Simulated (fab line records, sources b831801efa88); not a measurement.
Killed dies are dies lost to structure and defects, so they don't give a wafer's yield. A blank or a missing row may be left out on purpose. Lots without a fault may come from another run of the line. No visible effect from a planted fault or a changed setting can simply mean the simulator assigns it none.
A lot that was struck, set against a sound lot -- flow sky130 -- 15 out of 708 route steps
Sound: wafers L299.2, L299.5, L299.6. Struck: wafers L305.1, L305.5, L305.6. Last of all comes the cause.
Order at every step that has rows: each side's tool, ch and its chambers, its first start. Under that, the readings that differ: sound wafers -- struck wafers -- difference of the means -- sigmas: that difference in standard deviations of wafers without a fault.
alike: words and numbers the same on both sides, and readings whose means are apart by under 2 such deviations; not compared: readings that were withheld, readings missing a value for some wafer, numbers with overlapping values and no deviation given by the record, and bounds like >300 which may hide the same value.
The two part at a step that has a row with sigmas, a row that says differs or no value, or rows on one side only. Numbers that have no deviation but don't overlap get no sigmas and don't part them. A reading missing from all wafers of one side parts the sides only when that side holds two or more wafers.

first, 4 steps without rows for these wafers: SKY_LI_CONTACT_SOFTBAKE_08 (time 90 s); SKY_LI_CONTACT_EXPOSE_09 (exposes mask LICM1, target cd 170 nm); SKY_LI_CONTACT_PEB_10; SKY_LI_CONTACT_DEVELOP_11 (develop time 60 s).
SKY_LI_CONTACT_CD_MEAS_12: target cd 170 nm.
  struck on cd-sem-01, day 31 20:55; sound on cd-sem-02, day 29 21:36
reading,sound,struck,difference,sigmas
cd-nm (nm),173.1 173.8 171.5,168.6 168.0 167.6,-4.7,-3
SKY_LI_CONTACT_OVL_MEAS_13:
  struck on overlay-02, day 31 21:02; sound on overlay-02, day 29 21:43
  alike: LI_CONTACT_OVL
SKY_LI_CONTACT_ETCH_14: etches BARC in N2/H2, stops on SiO2, time 45.9 s, target depth 60 nm.
  sound on rie-diel-04 ch 0,2,3, day 29 21:44; struck on rie-diel-03 ch 0,1,2, day 31 21:05
  alike: drypump-motor-current-A, h2-flow-sccm, oes-product-au, throttle-valve-pct
  not compared: rf-hours-counter-h
SKY_LI_CONTACT_ETCH_15: etches PSG in C4F8/O2/Ar, stops on Si, target depth 600 nm.
  sound on rie-diel-04 ch 0,2,3, day 29 21:47; struck on rie-diel-03 ch 0,1,2, day 31 21:07
  alike: oes-product-au
SKY_LI_CONTACT_STRIP_16: strips in O2/N2.
  sound on plasma-asher-01 ch 0,1, day 29 21:52; struck on plasma-asher-03 ch 0,1, day 31 21:13
  alike: drypump-motor-current-A, oes-product-au, strip-time-to-endpoint-s
  not compared: rf-hours-counter-h
then, 2 steps without rows for these wafers: SKY_LI_CONTACT_CLEAN_17 (cleans in NMP, time 600 s); SKY_LI_CONTACT_PRE_CLEAN_18 (time 5.6 s).
SKY_LI_CONTACT_SPUTTER_19: material Ti, target thk 20 nm, time 106.37 s.
  struck on pvd-sputter-02, day 31 21:30; sound on pvd-sputter-02, day 29 22:10
  alike: throttle-valve-pct
SKY_LI_CONTACT_SPUTTER_20: material TiN, target thk 20 nm, time 80 s.
  struck on pvd-sputter-02, day 31 21:35; sound on pvd-sputter-02, day 29 22:14
reading,sound,struck,difference,sigmas
model.TiN_of_LI_CONTACT_SPUTTER_20.thk-nm (nm),20.3 20.02 20.46,6.096 6.061 6.54,-14.028,
  alike: throttle-valve-pct
SKY_LI_CONTACT_CVD_21: deposits W, target thk 400 nm, time 120.56 s.
  sound on cvd-w-02 ch 0,1, day 29 22:18; struck on cvd-w-01 ch 0,1, day 31 21:38
  alike: heater-power-w
-- a jump in the record: the struck wafers' starts before and after are 16 days apart (it breaks off in module LI_CONTACT and resumes in module PAD_OPEN, where the first step shown is number 708 of the route) --
SKY_PAD_OPEN_PROBE_99:
  struck on prober-01, day 47 20:05; sound on prober-01, day 46 05:38
reading,sound,struck,difference,sigmas
model.etest.licon-ndiff.rc-ohm,178 186.5 181.1,366.9 376.2 358.1,+185.2,
model.etest.nfet-g5v0d10v5.r-on-ohm-um,1821 1847 1852,2053 2022 2050,+202,
model.etest.licon-pdiff.rc-ohm,583.1 546.7 563.1,759.2 763.9 727.2,+185.8,
model.etest.nfet_01v8.r-on-ohm-um,821 838.8 845.5,969.6 959.8 966.4,+130.2,
model.etest.sonos-uncharged.r-on-ohm-um,786.8 795.7 804.6,932.8 940.2 920.8,+135.6,
model.etest.licon-poly.rc-ohm,149.7 142.8 145.4,274.9 281.5 263.5,+127.3,
model.etest.licon-high-po.rc-ohm,355.4 343.2 346.9,470.9 465.3 447.7,+112.8,
model.etest.nfet_01v8_lvt.drive-ua-um,583.1 571.5 569.1,537.5 551.5 541.8,-31.0,
  alike: killed_at_M0_to_M3, killed_at_M4_up, killed-at-contacts, killed-at-front-end, killed-dies, killed-open, killed-short

== WHERE THEY PART ==
SKY_LI_CONTACT_CD_MEAS_12 only, going by this record. Later steps at which nothing parts them and some readings are alike: SKY_LI_CONTACT_OVL_MEAS_13, SKY_LI_CONTACT_ETCH_14, SKY_LI_CONTACT_ETCH_15, SKY_LI_CONTACT_STRIP_16, SKY_LI_CONTACT_SPUTTER_19, SKY_LI_CONTACT_SPUTTER_20, SKY_LI_CONTACT_CVD_21, SKY_PAD_OPEN_PROBE_99.

WHY: what had been put in by the simulator
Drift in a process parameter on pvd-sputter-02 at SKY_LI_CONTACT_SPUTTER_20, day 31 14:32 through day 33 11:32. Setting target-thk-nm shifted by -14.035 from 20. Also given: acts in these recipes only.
